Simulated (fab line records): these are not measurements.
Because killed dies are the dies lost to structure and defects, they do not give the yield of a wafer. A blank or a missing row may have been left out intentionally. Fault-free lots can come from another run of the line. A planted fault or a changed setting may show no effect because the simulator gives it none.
Which tool is to blame? | flow gf180mcu | 18 wafers from 6 lots sampled at 2 of the route's 602 steps

WHAT THE GAUGES SHOWED, per wafer
GF_STI_THK_MEAS_24.
lot  | measured    | on            | STI_CVD_23_THK (nm)
L299 | day 2 12:58 | film metro-01 | 640 645 656
L302 | day 3 05:07 | film metro-03 | 659 657 657
L304 | day 3 14:54 | film metro-02 | 647 658 655
L306 | day 4 03:40 | film metro-02 | 661 671 637
L315 | day 6 00:52 | film metro-01 | 532 518 531
L320 | day 7 02:50 | film metro-03 | 647 644 653

TOOL THAT RAN EACH LOT (tool first, then ch and the chambers of the sampled wafers, then the start)
lot  | GF_STI_CVD_23
L299 | hdpcvd-01 ch 0,1, day 2 12:53
L302 | hdpcvd-02 ch 0,1, day 3 05:03
L304 | hdpcvd-01 ch 0,1,2, day 3 14:48
L306 | hdpcvd-01 ch 1,2, day 4 03:34
L315 | hdpcvd-01 ch 0,1, day 6 00:47
L320 | hdpcvd-02 ch 0,1,2, day 7 02:46
- GF_STI_CVD_23: deposits SiO2, target thk 650 nm, time 108.3 s.

THE ANSWER, worked out from the rows above alone
Rule: the lots themselves supply what counts as usual. The widest of any qualifying gaps counts: lots, ordered by their means at a reading, are off when they make up no more than a third of the lots, leave a main group of 4 or more, and stand apart from it by 3 or more times the standard deviation of that group's means. A main group is skipped when, at the precision printed for the reading in the tables above, its means are all equal. A lot without any number at a reading at which 4 lots or more have one is off too. The other lots that the step has rows for count as sound.
Off: L315, at GF_STI_THK_MEAS_24 (STI_CVD_23_THK). Main group: mean 652 nm, sd 4.3.
A tool fits if, at a process step before that reading, it ran every lot that is off, and no sound lot after the first of them. Gauges at GF_STI_THK_MEAS_24: tried the same way as those tools. This does not decide it: 2 tools fit, namely hdpcvd-01 at GF_STI_CVD_23 and film metro-01 at GF_STI_THK_MEAS_24.

WHAT THE SIMULATOR HAD PUT IN
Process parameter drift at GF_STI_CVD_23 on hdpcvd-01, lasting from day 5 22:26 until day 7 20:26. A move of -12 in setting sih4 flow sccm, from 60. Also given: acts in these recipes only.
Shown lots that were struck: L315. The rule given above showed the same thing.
